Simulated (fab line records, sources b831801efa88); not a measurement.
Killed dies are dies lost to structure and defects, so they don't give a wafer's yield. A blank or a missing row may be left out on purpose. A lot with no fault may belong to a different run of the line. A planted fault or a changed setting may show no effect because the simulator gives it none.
Which tool was responsible?	flow gf180mcu	Sampling: 14 lots, 42 wafers, 4 of 602 route steps

WHAT THE GAUGES SHOWED, per wafer
GF_HV_LDD_TW_MEAS_11.
lot	measured	on	HV_LDD_TW
L755	day 10 00:17	filmMetro-04	2445 2445 2466
L756	day 10 07:55	filmMetro-02	2392 2390 2394
L757	day 10 12:26	filmMetro-04	2442 2447 2456
L759	day 11 04:08	filmMetro-04	2423 2420 2419
L760	day 11 13:46	filmMetro-03	2386 2384 2392
L765	day 13 03:59	filmMetro-03	2405 2398 2400
L767	day 13 16:52	filmMetro-04	2432 2440 2434
L769	day 14 06:22	filmMetro-04	2439 2450 2453
L770	day 14 15:19	filmMetro-02	2374 2374 2376
L772	day 15 02:43	filmMetro-03	2389 2415 2398
L776	day 16 14:49	filmMetro-03	2416 2406 2402
L775	day 16 15:07	filmMetro-04	2443 2432 2441
L777	day 16 15:10	filmMetro-02	2384 2388 2386
L778	day 17 00:33	filmMetro-02	2388 2383 2389

GF_HV_LDD_THK_MEAS_57.
lot	measured	on	HV_LDD_CVD_56_THK (nm)
L755	day 12 11:21	filmMetro-03	91.3 92.0 91.7
L756	day 12 20:59	filmMetro-04	91.5 90.9 91.9
L757	day 13 01:32	filmMetro-04	89.5 89.7 89.5
L759	day 13 17:50	filmMetro-02	90.2 90.8 89.3
L760	day 14 04:17	filmMetro-03	90.4 90.5 90.7
L765	day 15 21:45	filmMetro-03	91.4 91.0 90.7
L767	day 16 11:02	filmMetro-04	90.4 90.1 90.8
L769	day 17 03:32	filmMetro-02	88.9 89.9 89.4
L770	day 17 11:29	filmMetro-03	90.5 90.3 89.9
L772	day 18 00:13	filmMetro-03	90.9 90.2 89.6
L776	day 19 16:55	filmMetro-04	90.4 91.0 89.9
L775	day 19 17:59	filmMetro-03	91.2 90.3 90.8
L777	day 19 19:25	filmMetro-03	90.5 90.7 90.0
L778	day 20 05:07	filmMetro-02	90.5 90.6 90.7

GF_NSD_CD_MEAS_07: target cd 400 nm.
lot	measured	on	cdNm (nm)
L755	day 13 06:53	cdSem-01	398.0 397.9 398.4
L756	day 13 16:49	cdSem-02	404.4 405.2 403.2
L757	day 13 21:41	cdSem-01	400.8 399.6 399.0
L759	day 14 15:05	cdSem-02	403.8 404.7 404.2
L760	day 15 01:18	cdSem-02	401.9 402.5 400.5
L765	day 16 19:10	cdSem-01	401.7 400.3 402.5
L767	day 17 09:07	cdSem-02	401.2 400.1 399.0
L769	day 18 03:09	cdSem-02	396.7 397.9 397.1
L770	day 18 10:04	cdSem-01	402.1 402.1 402.8
L772	day 19 00:16	cdSem-01	405.4 405.2 406.3
L776	day 20 16:55	cdSem-01	401.6 400.5 401.6
L775	day 20 17:52	cdSem-02	403.5 402.4 402.4
L777	day 20 19:18	cdSem-01	400.1 403.2 399.5
L778	day 21 05:17	cdSem-01	398.7 399.8 401.4

WHAT TOOL EACH LOT RAN ON (gives the tool, then ch and the chambers of the sampled wafers, and finally the start)
lot	GF_NSD_PEB_05
L755	lithoTrack-02 ch 0, day 13 06:35
L756	lithoTrack-04 ch 0, day 13 16:31
L757	lithoTrack-01 ch 0, day 13 21:23
L759	lithoTrack-04, day 14 14:47
L760	lithoTrack-01, day 15 01:00
L765	lithoTrack-02 ch 0, day 16 18:46
L767	lithoTrack-04 ch 0, day 17 08:49
L769	lithoTrack-01 ch 0, day 18 02:51
L770	lithoTrack-02 ch 0, day 18 09:46
L772	lithoTrack-04 ch 0, day 18 23:58
L776	lithoTrack-02 ch 0, day 20 16:37
L775	lithoTrack-02 ch 0, day 20 17:34
L777	lithoTrack-01 ch 0, day 20 19:00
L778	lithoTrack-01 ch 0, day 21 05:00
- GF_NSD_PEB_05

AS READ BY THE TOOLS THEMSELVES (means over the sampled wafers that have a number; for cases with no such wafer, the mark the record gives instead)
GF_NSD_PEB_05.
lot	tool	exhaustPa (Pa)
L755	lithoTrack-02	44.2
L756	lithoTrack-04	43.0
L757	lithoTrack-01	45.6
L759	lithoTrack-04	-
L760	lithoTrack-01	-
L765	lithoTrack-02	44.5
L767	lithoTrack-04	45.1
L769	lithoTrack-01	44.3
L770	lithoTrack-02	45.3
L772	lithoTrack-04	45.0
L776	lithoTrack-02	45.5
L775	lithoTrack-02	44.0
L777	lithoTrack-01	45.3
L778	lithoTrack-01	45.1

THE ANSWER, worked out from the rows above alone
Rule: usual is defined by the lots themselves. The widest of any qualifying gaps counts: lots, ordered by their means at a reading, are off when they make up no more than a third of the lots, leave a main group of 4 or more, and stand apart from it by 3 or more times the standard deviation of that group's means. The tables above print the reading to a certain number of digits; a main group whose means all agree to those digits is not used. A lot without any number at a reading at which 4 lots or more have one is off too. Where the step has rows for the other lots, those lots are counted as sound. The gauges are gone through in route order, then the tools' own readings, and for those a lot's mean is taken as printed above. The first step at which some lot is off is used, and at that step the reading that is off furthest; a lot without a number counts as furthest.
Off at GF_NSD_PEB_05 (exhaustPa): L759, L760. Without a number there: L759, L760. The main group has a mean of 44.7 Pa with a standard deviation of 0.73.
A tool fits if, at that step or a process step before it, it ran every lot that is off, and no sound lot after the first of them. No candidate that was tried fits.

WHAT HAD BEEN PUT IN BY THE SIMULATOR
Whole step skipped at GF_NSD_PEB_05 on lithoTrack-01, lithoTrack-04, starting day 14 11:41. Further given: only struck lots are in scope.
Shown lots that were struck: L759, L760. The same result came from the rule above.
